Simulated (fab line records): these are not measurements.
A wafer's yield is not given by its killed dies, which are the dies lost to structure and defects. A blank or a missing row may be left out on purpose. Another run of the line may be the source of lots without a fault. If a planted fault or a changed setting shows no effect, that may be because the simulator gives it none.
A lot that was struck, set against a sound lot    flow sky130    18 steps out of a route of 708
Sound: these wafers, L915.2, L915.3, L915.5. Wafers L929.1, L929.2, L929.6 were the ones struck. The cause is named last.
Each step with rows lists, per side, the tool, then ch with its chambers, then its first start. Under that, the readings that differ: sound wafers    struck wafers    difference of the means    sigmas: that difference in standard deviations of wafers without a fault.
alike: words and numbers the same on both sides, and readings whose means are apart by under 2 such deviations; not compared: readings that were withheld, readings missing a value for some wafer, numbers with overlapping values and no deviation given by the record, and bounds like >300 which may hide the same value.
A row with sigmas, a row that says differs or no value, or rows on one side alone: a step with any of these is where the two part. When numbers do not overlap yet have no deviation, they are printed without sigmas and do not part them. A reading missing from all wafers of one side parts the sides only when that side holds two or more wafers.

SKY_SONOS_ONO_OVL_MEAS_14:
  struck on overlay-01, day 18 03:43; sound on overlay-02, day 13 05:35
  alike: SONOS_ONO_OVL
SKY_SONOS_ONO_ETCH_15: etches the open film in CHF3/O2, target depth 19.52 nm, time 7.8 s.
  sound on rieDiel-01 ch 0,1, day 13 05:37; struck on rieDiel-02 ch 0,2,3, day 18 03:45
  alike: drypumpMotorCurrentA, oesProductAu, throttleValvePct
  not compared: rfHoursCounterH
then, 1 step without rows for these wafers: SKY_SONOS_ONO_WET_ETCH_16 (etches SiO2 in dHF, target depth 14 nm, time 280 s).
SKY_SONOS_ONO_STRIP_17: strips in O2/N2.
  sound on plasmaAsher-02 ch 0,1, day 13 05:43; struck on plasmaAsher-03 ch 0,1, day 18 03:52
  alike: drypumpMotorCurrentA, oesProductAu, stripTimeToEndpointS
  not compared: rfHoursCounterH
then, 3 steps without rows for these wafers: SKY_SONOS_ONO_WET_ETCH_18 (etches Si3N4 in H3PO4, target depth 15 nm, time 172 s); SKY_GATE_OXIDE_CLEAN_00 (cleans in SC1/SC2, time 150 s); SKY_GATE_OXIDE_OXIDATION_01 (stabilise 600 s, purge 300 s, target thk 10.268 nm).
SKY_GATE_OXIDE_THK_MEAS_02:
  struck on filmMetro-04, day 18 06:23; sound on filmMetro-04, day 13 07:43
  alike: GATE_OXIDE_OXIDATION_00_THK
then, 4 steps without rows for these wafers: SKY_GATE_OXIDE_DEHYDRATE_03 (time 60 s); SKY_GATE_OXIDE_HMDS_04 (prime time 60 s); SKY_GATE_OXIDE_COAT_05 (resist thk 1140 nm); SKY_GATE_OXIDE_SOFTBAKE_06 (time 60 s).
SKY_GATE_OXIDE_EXPOSE_07: exposes mask LVOM, target cd 600 nm.
  sound on ilineStepper-01 ch 0, day 13 20:43; struck on ilineStepper-01 ch 0, day 18 21:12
reading                           sound                    struck             difference  sigmas
model.GATE_OXIDE.overlayXNm (nm)  -0.5526 -0.5526 -0.5526  117.5 117.5 117.5  +118.1      
  alike: mask
then, 2 steps without rows for these wafers: SKY_GATE_OXIDE_PEB_08; SKY_GATE_OXIDE_DEVELOP_09 (develop time 60 s).
SKY_GATE_OXIDE_OVL_MEAS_10:
  struck on overlay-02, day 19 12:50; sound on overlay-01, day 14 08:57
reading              sound        struck             difference  sigmas
GATE_OXIDE_OVL (nm)  1.4 1.2 0.5  117.3 116.6 114.7  +115.2      +64
next, for these wafers, 1 step has no rows: SKY_GATE_OXIDE_IMPLANT_11.
-- the record jumps here: 30 days lie between the struck wafers' starts before and after (it left off in module GATE_OXIDE and takes up again in module PAD_OPEN, whose first step shown is number 708 of the route) --
SKY_PAD_OPEN_PROBE_99:
  record: rows for the struck wafers here (prober-01, day 49 17:11), none for the sound ones

== WHERE THEY PART ==
Last at SKY_PAD_OPEN_PROBE_99 as far as this record goes, first at SKY_GATE_OXIDE_OVL_MEAS_10.

WHY: what had been put in by the simulator
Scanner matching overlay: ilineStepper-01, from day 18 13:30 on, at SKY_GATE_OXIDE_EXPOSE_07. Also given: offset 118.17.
